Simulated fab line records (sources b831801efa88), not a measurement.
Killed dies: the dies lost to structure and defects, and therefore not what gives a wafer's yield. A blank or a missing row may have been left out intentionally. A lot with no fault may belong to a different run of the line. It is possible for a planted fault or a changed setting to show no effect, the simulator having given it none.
fab line records | flow sky130
record lots=6 | wafers=18 | last-day=50
route steps=708 shown FIELD_ISO@25 NWELL@32 DNWELL@35 PAD_OPEN@708
lots that met no fault: taken from a fault-free run of the same line
start-h: start of the lot's first displayed wafer, in hours after the record's first day | wait-h: how many hours have passed since the lot's step before this one | " unchanged from the row above | L1.1+2: several wafers, shown together as one row | - no value, or no start given | * or withheld: withheld | < > ~ a bound
route shown NAME@n: NAME is a module with steps in the file, n the number in the route of the first one | usual: mean/standard deviation taken from wafers without a fault | same: alike in all rows | chamber/n: place in a boat | sites: per-site readings | _std_site: the standard deviation of these | _edge_site: the outer-site mean with the inner-site mean subtracted | radius-mm: how far each site lies from the wafer's centre | mask NAME#n: copy n | behind: tool/chamber where the wafer was last shaped | hold: why the lot went on hold/how many hours it stayed there/how the hold came to an end | device: transistor that didn't switch, given as n, p or np | end of line: the same wafers' tests at the end of the route | step lacking rows: just its recipe | killed: dies lost to structure and defects at the first sort, not the wafer's yield | map: per-die view of a wafer (x killed, . not killed, _ where there is no die)
set.NAME: the run value of the setting; set.NAME@STEP: its run value at that earlier step | model.NAME: the simulator's own value behind a step, which no gauge read
lots at some steps of the route; a table a step, a row a wafer
services: a tool's chamber out of use, with start hour (start-h, from the record's first day; less than 0 if before it), hours out, and reason
## steps
# step SKY_FIELD_ISO_CVD_24
# recipe material=SiO2 | target-thk-nm=595 | temp-c=650 | sigma-open-frac=0.3 | time-s=99.2 | sih4-flow-sccm=60 | pressure-mtorr=6
# step SKY_FIELD_ISO_THK_MEAS_25
# recipe reads=SiO2_of_FIELD_ISO_CVD_24
# usual FIELD_ISO_CVD_24_THK=599/5.4
lot.wafer | tool          | chamber | start-h | wait-h | FIELD_ISO_CVD_24_THK[nm]
L403.4    | film-metro-03 | -       | 53.06   | 0.0    | 600
L403.5    | "             | -       | "       | "      | 600
L403.6    | "             | -       | "       | "      | 595
L408.2    | film-metro-04 | -       | 77.27   | 0.0    | 597
L408.4    | "             | -       | "       | "      | 602
L408.6    | "             | -       | "       | "      | 596
L414.3    | film-metro-04 | -       | 109.62  | 0.1    | 590
L414.5    | "             | -       | "       | "      | 607
L414.6    | "             | -       | "       | "      | 595
L415.3    | film-metro-03 | -       | 114.67  | 0.1    | 600
L415.4    | "             | -       | "       | "      | 591
L415.6    | "             | -       | "       | "      | 609
L416.4    | film-metro-01 | -       | 119.08  | 0.0    | 591
L416.5    | "             | -       | "       | "      | 598
L416.6    | "             | -       | "       | "      | 602
L420.2    | film-metro-04 | -       | 140.26  | 0.0    | 594
L420.5    | "             | -       | "       | "      | 606
L420.6    | "             | -       | "       | "      | 596
# step SKY_FIELD_ISO_ANNEAL_26
# recipe temp-c=1000 | time-s=1800 | ambient=N2
# step SKY_FIELD_ISO_CMP_27
# recipe stop-on=Si3N4 | t-overpolish-s=16 | down-force-psi=4 | platen-rpm=60 | target-thk-nm=457.8 | pad-velocity-m-s=0.94248
# usual head-pressure-psi=3.999/0.0091 | motor-current-A=12.1/1.1 | overpolish-run-s=16.001/0.0092 | time-to-endpoint-s=114/3.4
lot.wafer | tool   | chamber | start-h | wait-h | head-pressure-psi | motor-current-A | overpolish-run-s | time-to-endpoint-s
L403.4    | cmp-02 | 1       | 54.59   | 0.0    | 4.006             | 13.3            | 16.008           | 115
L403.5    | "      | 1       | "       | "      | 4.011             | 13.7            | 16.006           | 117
L403.6    | "      | 2       | "       | "      | 4.008             | 11.3            | 15.996           | 122
L408.2    | cmp-01 | 1       | 80.07   | 0.1    | 3.968             | 11.1            | 15.994           | 112
L408.4    | "      | 2       | "       | "      | 3.993             | 12.0            | 16.005           | 118
L408.6    | "      | 0       | "       | "      | 4.000             | 13.5            | 16.006           | 112
L414.3    | cmp-02 | 1       | 112.05  | 0.1    | 4.002             | 13.7            | 15.992           | 109
L414.6    | "      | 3       | "       | "      | 4.005             | 11.3            | 15.996           | 113
L414.5    | "      | 0       | "       | "      | 4.008             | 10.2            | 16.001           | 116
L415.3    | cmp-01 | 1       | 116.31  | 0.1    | 4.005             | 11.0            | 16.002           | 109
L415.4    | "      | 2       | "       | "      | 3.997             | 12.0            | 16.003           | 114
L415.6    | "      | 0       | "       | "      | 3.997             | 13.2            | 15.986           | 113
L416.4    | cmp-01 | 1       | 121.91  | 0.1    | 4.004             | 11.4            | 16.000           | 115
L416.5    | "      | 2       | "       | "      | 3.989             | 11.8            | 15.993           | 119
L416.6    | "      | 3       | "       | "      | 3.992             | 12.6            | 16.008           | 114
L420.2    | cmp-01 | 0       | 142.48  | 0.1    | 3.995             | 12.9            | 15.972           | 111
L420.6    | "      | 2       | "       | "      | 3.989             | 12.0            | 16.011           | 117
L420.5    | "      | 3       | "       | "      | 3.994             | 13.1            | 15.992           | 112
# step SKY_FIELD_ISO_WET_ETCH_28
# recipe chemistry=dHF | target-depth-nm=23.7 | target=SiO2 | dilution=10:1 | temp-c=25 | time-s=47
# step SKY_FIELD_ISO_WET_ETCH_29
# recipe chemistry=H3PO4 | target-depth-nm=160 | target=Si3N4 | temp-c=160 | time-s=1825
# step SKY_FIELD_ISO_WET_ETCH_30
# recipe chemistry=dHF | target-depth-nm=25 | target=SiO2 | dilution=10:1 | temp-c=25 | time-s=50
# step SKY_NWELL_CLEAN_00
# recipe chemistry=SC1/SC2 | mix=1:4:20 | temp-c=70 | time-s=150 | dry=n2-spin
# step SKY_NWELL_OXIDATION_01
# recipe temp-c=900 | ambient=O2 | stabilise-s=600 | purge-s=300 | target-thk-a=100 | ox-time-s=1418
# step SKY_NWELL_THK_MEAS_02
# recipe reads=SiO2_of_NWELL_OXIDATION_01
# usual NWELL_OXIDATION_THK=9.94/0.15
lot.wafer | tool          | chamber | start-h | wait-h | NWELL_OXIDATION_THK[nm]
L403.4    | film-metro-02 | -       | 58.06   | 0.0    | 9.86
L403.5    | "             | -       | "       | "      | 9.85
L403.6    | "             | -       | "       | "      | 9.71
L408.2    | film-metro-01 | -       | 83.68   | 0.0    | 9.91
L408.4    | "             | -       | "       | "      | 10.00
L408.6    | "             | -       | "       | "      | 10.02
L414.3    | film-metro-01 | -       | 114.28  | 0.0    | 10.06
L414.5    | "             | -       | "       | "      | 10.16
L414.6    | "             | -       | "       | "      | 10.05
L415.3    | film-metro-02 | -       | 118.58  | 0.0    | 9.82
L415.4    | "             | -       | "       | "      | 9.92
L415.6    | "             | -       | "       | "      | 9.89
L416.4    | film-metro-02 | -       | 124.60  | 0.0    | 10.23
L416.5    | "             | -       | "       | "      | 10.29
L416.6    | "             | -       | "       | "      | 10.21
L420.2    | film-metro-03 | -       | 145.79  | 0.0    | 10.17
L420.5    | "             | -       | "       | "      | 10.21
L420.6    | "             | -       | "       | "      | 10.20
# step SKY_DNWELL_DEHYDRATE_00
# recipe temp-c=200 | time-s=60
# step SKY_DNWELL_HMDS_01
# recipe prime-time-s=60 | prime-temp-c=120
# step SKY_DNWELL_COAT_02
# recipe spin-rpm=2000 | resist-thk-nm=3000
# usual spin-speed-rpm=1999.8/1.4
lot.wafer | tool           | chamber | start-h | wait-h | spin-speed-rpm | model.coat_of_DNWELL_COAT_02.thk-nm
L403.4    | litho-track-01 | 0       | 65.81   | 0.1    | 1998.8         | 3008
L403.5    | "              | 0       | "       | "      | 2000.1         | 3004
L403.6    | "              | 0       | "       | "      | 2000.6         | 3005
L408.2    | litho-track-03 | 0       | 92.17   | 0.1    | 2002.7         | 3000
L408.4    | "              | 0       | "       | "      | 2000.3         | 3004
L408.6    | "              | 0       | "       | "      | 2003.1         | 3011
L414.3    | litho-track-01 | 0       | 122.78  | 0.1    | 2000.4         | 3075
L414.5    | "              | 0       | "       | "      | 2001.0         | 3075
L414.6    | "              | 0       | "       | "      | 2000.8         | 3076
L415.3    | litho-track-01 | 0       | 127.53  | 0.1    | 2000.4         | 3071
L415.4    | "              | 0       | "       | "      | 2000.0         | 3061
L415.6    | "              | 0       | "       | "      | 1999.1         | 3068
L416.4    | litho-track-03 | 0       | 134.07  | 0.1    | 2001.7         | 3009
L416.5    | "              | 0       | "       | "      | 2002.5         | 3017
L416.6    | "              | 0       | "       | "      | 1999.9         | 3016
L420.2    | litho-track-02 | 0       | 155.42  | 0.1    | 2000.4         | 3006
L420.5    | "              | 0       | "       | "      | 2000.9         | 3002
L420.6    | "              | 0       | "       | "      | 2000.7         | 3012
# step SKY_DNWELL_SOFTBAKE_03
# recipe temp-c=110 | time-s=withheld
# step SKY_DNWELL_EXPOSE_04
# recipe mask-id=DNM | na=0.57 | target-cd-nm=3000 | dose-mj=222
# step SKY_DNWELL_PEB_05
# recipe temp-c=115 | time-s=withheld
# step SKY_DNWELL_DEVELOP_06
# recipe wall-angle-deg=90 | developer=TMAH | develop-time-s=60 | dev-temp-c=23
# same develop-time-s=60
lot.wafer | tool           | chamber | start-h | wait-h | model.coat_of_DNWELL_COAT_02.thk-nm
L403.4    | litho-track-03 | 0       | -       | -      | 3003
L403.5+6  | "              | 0       | "       | "      | 3000
L408.2    | litho-track-03 | 0       | -       | -      | 2996
L408.4    | "              | 0       | "       | "      | 3000
L408.6    | "              | 0       | "       | "      | 3007
L414.3+5  | litho-track-03 | 0       | -       | -      | 3071
L414.6    | "              | 0       | "       | "      | 3072
L415.3    | litho-track-03 | 0       | -       | -      | 3067
L415.4    | "              | 0       | "       | "      | 3057
L415.6    | "              | 0       | "       | "      | 3063
L416.4    | litho-track-02 | 0       | -       | -      | 3005
L416.5    | "              | 0       | "       | "      | 3013
L416.6    | "              | 0       | "       | "      | 3012
L420.2    | litho-track-03 | 0       | -       | -      | 3001
L420.5    | "              | 0       | "       | "      | 2997
L420.6    | "              | 0       | "       | "      | 3008
# step SKY_DNWELL_IMPLANT_07
# recipe species=P | energy-kev=withheld | dose-cm2=withheld | tilt-deg=withheld
# step SKY_DNWELL_STRIP_08
# recipe chemistry=O2/N2 | power-w=1400 | pressure-mtorr=1500 | platen-temp-c=withheld | o2-flow-sccm=3000 | n2-flow-sccm=300 | overash-fraction=0.5
# usual drypump-motor-current-A=5.8/0.46 | o2-flow-sccm=3000/9.7 | oes-product-au=0.722/0.0042 | strip-time-to-endpoint-s=36.91/0.12
lot.wafer | tool            | chamber | start-h | wait-h | drypump-motor-current-A | o2-flow-sccm | oes-product-au | rf-hours-counter-h | strip-time-to-endpoint-s
L403.4    | plasma-asher-02 | 1       | 75.12   | 0.1    | 6.4                     | 3006         | 0.727          | -                  | 36.99
L403.5    | "               | 0       | "       | "      | 5.7                     | 2985         | 0.718          | -                  | 36.96
L403.6    | "               | 1       | "       | "      | 6.4                     | 2996         | 0.718          | -                  | 36.98
L408.2    | plasma-asher-01 | 0       | 100.94  | 0.1    | 6.1                     | 2989         | 0.721          | 45                 | 36.90
L408.4    | "               | 1       | "       | "      | 5.9                     | 3013         | 0.721          | -                  | 36.98
L408.6    | "               | 1       | "       | "      | 5.9                     | 3009         | 0.720          | -                  | 37.05
L414.3    | plasma-asher-03 | 1       | 132.47  | 0.1    | 5.2                     | 3010         | 0.719          | -                  | 37.75
L414.5    | "               | 1       | "       | "      | 5.2                     | 3010         | 0.715          | -                  | 37.75
L414.6    | "               | 0       | "       | "      | 5.3                     | 3006         | 0.726          | -                  | 37.77
L415.3    | plasma-asher-02 | 0       | 137.07  | 0.1    | 5.6                     | 2992         | 0.722          | -                  | 37.71
L415.4    | "               | 1       | "       | "      | 6.4                     | 3007         | 0.727          | -                  | 37.60
L415.6    | "               | 0       | "       | "      | 5.6                     | 3006         | 0.722          | -                  | 37.67
L416.4    | plasma-asher-03 | 0       | 144.73  | 0.1    | 5.3                     | 3005         | 0.728          | -                  | 37.01
L416.5    | "               | 0       | "       | "      | 5.3                     | 2995         | 0.725          | -                  | 37.11
L416.6    | "               | 1       | "       | "      | 5.2                     | 3003         | 0.722          | -                  | 37.11
L420.2    | plasma-asher-02 | 1       | 166.29  | 0.1    | 6.4                     | 2992         | 0.730          | 49                 | 36.97
L420.5    | "               | 1       | "       | "      | 6.4                     | 3001         | 0.726          | -                  | 36.95
L420.6    | "               | 0       | "       | "      | 5.6                     | 3007         | 0.719          | -                  | 37.07
# step SKY_DNWELL_TW_MEAS_09
# usual DNWELL_TW=1118/7.8
lot.wafer | tool          | chamber | start-h | wait-h | DNWELL_TW
L403.4    | film-metro-02 | -       | 75.22   | 0.1    | 1113
L403.5    | "             | -       | "       | "      | 1120
L403.6    | "             | -       | "       | "      | 1120
L408.2    | film-metro-02 | -       | 101.05  | 0.1    | 1115
L408.4    | "             | -       | "       | "      | 1118
L408.6    | "             | -       | "       | "      | 1117
L414.3    | film-metro-02 | -       | 132.56  | 0.1    | 1119
L414.5    | "             | -       | "       | "      | 1123
L414.6    | "             | -       | "       | "      | 1124
L415.3    | film-metro-03 | -       | 137.16  | 0.1    | 1122
L415.4    | "             | -       | "       | "      | 1124
L415.6    | "             | -       | "       | "      | 1125
L416.4    | film-metro-02 | -       | 144.83  | 0.1    | 1125
L416.5    | "             | -       | "       | "      | 1116
L416.6    | "             | -       | "       | "      | 1124
L420.2    | film-metro-02 | -       | 166.40  | 0.1    | 1120
L420.5    | "             | -       | "       | "      | 1118
L420.6    | "             | -       | "       | "      | 1117
# step SKY_PAD_OPEN_PROBE_99
# usual killed_at_M0_to_M3=43/8 | killed_at_M4_up=2.9/1.6 | killed-at-contacts=26/5.2 | killed-at-front-end=15/4.3 | killed-at-other=0.3/0.56 | killed-dies=87/10 | killed-open=48/6.9 | killed-short=40/6.5
# same gross-dies=492 | killed-at-back-side=0
lot.wafer | tool      | chamber | start-h | wait-h | killed_at_M0_to_M3 | killed_at_M4_up | killed-at-contacts | killed-at-front-end | killed-at-other | killed-dies | killed-open | killed-short
L408.2    | prober-02 | -       | 1128.66 | 0.1    | 52                 | 1               | 24                 | 16                  | 1               | 94          | 53          | 41
L408.4    | prober-02 | -       | 1128.76 | 0.2    | 49                 | 5               | 24                 | 15                  | 0               | 93          | 51          | 42
L408.6    | prober-02 | -       | 1128.86 | 0.2    | 51                 | 2               | 14                 | 17                  | 1               | 85          | 51          | 34
L414.3    | prober-02 | -       | 1161.66 | 0.2    | 42                 | 4               | 24                 | 12                  | 0               | 82          | 43          | 39
L414.5    | prober-02 | -       | 1161.76 | 0.2    | 45                 | 4               | 25                 | 12                  | 0               | 86          | 48          | 38
L414.6    | prober-02 | -       | 1161.81 | 0.2    | 41                 | 3               | 35                 | 10                  | 0               | 89          | 43          | 46
L415.3    | prober-01 | -       | 1164.85 | 0.2    | 49                 | 2               | 22                 | 22                  | 0               | 95          | 47          | 48
L415.4    | prober-01 | -       | 1164.90 | 0.2    | 44                 | 2               | 22                 | 15                  | 0               | 83          | 51          | 32
L415.6    | prober-01 | -       | 1165.00 | 0.2    | 40                 | 5               | 30                 | 9                   | 0               | 84          | 45          | 39
L416.4    | prober-02 | -       | 1171.77 | 0.2    | 44                 | 5               | 26                 | 14                  | 0               | 89          | 47          | 42
L416.5    | prober-02 | -       | 1171.82 | 0.2    | 45                 | 3               | 24                 | 18                  | 1               | 91          | 50          | 41
L416.6    | prober-02 | -       | 1171.87 | 0.2    | 53                 | 5               | 24                 | 14                  | 0               | 96          | 49          | 47
# killed by level:class
L408.2 VIA1:geometric-particle:open=13 LI_CONTACT:geometric-particle:open=9 VIA2:geometric-particle:open=9 CONTACT:geometric-particle:open=7 VIA1:geometric-particle:short=7 VIA3:geometric-particle:open=7 METAL1:geometric-particle:short=6 METAL2:geometric-particle:short=5
L408.4 VIA1:geometric-particle:open=14 METAL2:geometric-particle:short=9 VIA3:geometric-particle:open=8 LI_CONTACT:geometric-particle:open=7 CONTACT:geometric-particle:open=7 CONTACT:geometric-particle:short=6 VIA1:geometric-particle:short=6 FIELD_ISO:geometric-particle:open=5
L408.6 VIA1:geometric-particle:open=17 CONTACT:geometric-particle:open=9 METAL2:geometric-particle:short=9 VIA2:geometric-particle:open=7 FIELD_ISO:geometric-particle:short=5 FIELD_ISO:geometric-particle:open=4 VIA3:geometric-particle:open=4 METAL1:geometric-particle:short=4
L414.3 POLY_GATE:geometric-particle:open=7 VIA3:geometric-particle:open=7 CONTACT:geometric-particle:open=7 VIA1:geometric-particle:short=7 METAL2:geometric-particle:short=6 VIA1:geometric-particle:open=6 VIA2:geometric-particle:open=5 LI_CONTACT:geometric-particle:open=5
L414.5 CONTACT:geometric-particle:open=11 METAL1:geometric-particle:short=10 LI_CONTACT:geometric-particle:open=8 VIA1:geometric-particle:open=7 VIA2:geometric-particle:open=6 VIA3:geometric-particle:open=6 POLY_GATE:geometric-particle:open=5 VIA3:geometric-particle:short=5
L414.6 LI_CONTACT:geometric-particle:open=15 METAL2:geometric-particle:short=11 CONTACT:geometric-particle:open=6 VIA1:geometric-particle:short=6 LI_CONTACT:geometric-particle:short=4 LOCAL_INTERCONNECT:geometric-particle:short=4 CONTACT:geometric-particle:short=4 VIA1:geometric-particle:open=4
L415.3 VIA1:geometric-particle:open=12 METAL1:geometric-particle:short=10 CONTACT:geometric-particle:open=8 VIA1:geometric-particle:short=7 VIA2:geometric-particle:open=7 POLY_GATE:geometric-particle:short=6 LI_CONTACT:geometric-particle:open=6 FIELD_ISO:geometric-particle:short=5
L415.4 VIA1:geometric-particle:open=12 CONTACT:geometric-particle:open=12 VIA2:geometric-particle:open=7 FIELD_ISO:geometric-particle:open=6 VIA1:geometric-particle:short=6 LI_CONTACT:geometric-particle:open=5 METAL2:geometric-particle:short=5 VIA3:geometric-particle:open=4
L415.6 CONTACT:geometric-particle:open=15 VIA1:geometric-particle:open=8 LI_CONTACT:geometric-particle:open=7 VIA1:geometric-particle:short=7 VIA2:geometric-particle:open=6 METAL2:geometric-particle:short=5 METAL1:geometric-particle:short=4 CONTACT:geometric-particle:short=4
L416.4 CONTACT:geometric-particle:open=10 VIA1:geometric-particle:open=9 METAL1:geometric-particle:short=7 VIA3:geometric-particle:open=7 VIA1:geometric-particle:short=6 LI_CONTACT:geometric-particle:open=5 CONTACT:geometric-particle:short=5 METAL2:geometric-particle:short=5
L416.5 VIA2:geometric-particle:open=10 VIA1:geometric-particle:open=9 CONTACT:geometric-particle:open=8 METAL1:geometric-particle:short=8 VIA3:geometric-particle:open=7 LOCAL_INTERCONNECT:geometric-particle:short=6 LI_CONTACT:geometric-particle:open=5 POLY_GATE:geometric-particle:open=4
L416.6 CONTACT:geometric-particle:open=12 LI_CONTACT:geometric-particle:open=7 VIA1:geometric-particle:open=7 VIA3:geometric-particle:short=7 METAL1:geometric-particle:short=7 VIA2:geometric-particle:open=7 VIA1:geometric-particle:short=6 POLY_GATE:geometric-particle:short=5
## services
tool            | chamber | start-h | hours | kind
plasma-asher-01 | -       | 55.77   | 0.6   | repair
cmp-01          | -       | 64.00   | 4.0   | pm
cmp-01          | -       | 68.00   | -     | consumable-replace:conditioner
cmp-01          | -       | 68.00   | -     | consumable-replace:pad
cmp-01          | -       | 69.12   | 1.7   | repair
cmp-01          | -       | 81.20   | 5.3   | pm
cmp-01          | -       | 90.55   | 1.6   | repair
plasma-asher-02 | -       | 98.20   | 6.0   | repair
plasma-asher-01 | -       | 108.12  | 3.6   | repair
cmp-02          | -       | 148.89  | 2.3   | repair
## key
first-sign step=SKY_DNWELL_STRIP_08 | reading=strip-time-to-endpoint-s | direction=up | sigmas=6.9 | usual=* | struck=*
effect none on later readings
model-effect step=SKY_DNWELL_COAT_02 | value=coat_of_DNWELL_COAT_02.thk-nm | without=2996 | struck=3071
model-effect step=SKY_DNWELL_DEVELOP_06 | value=coat_of_DNWELL_COAT_02.thk-nm | without=2992 | struck=3067
met-at SKY_DNWELL_COAT_02
struck-wafers L414.3,L414.5,L414.6,L415.3,L415.4,L415.6
tester-left-out L414,L415
onset-between 65.81 122.78
fault kind=process-parameter-drift | tool=litho-track-01 | chamber=- | onset-h=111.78 | steps=SKY_DNWELL_COAT_02 | channel=resist-thk-nm | offset=75.182 | shape=step | end-h=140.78 | acts-in=these-recipes-only | stated=3000
# tester-left-out: of these lots the tester's yield and bins aren't shown, on N5 and GAA mostly nor the transistor test; their killed dies are dies lost to structure and defects alone, not to doping, threshold or leakage, so they don't give the yield
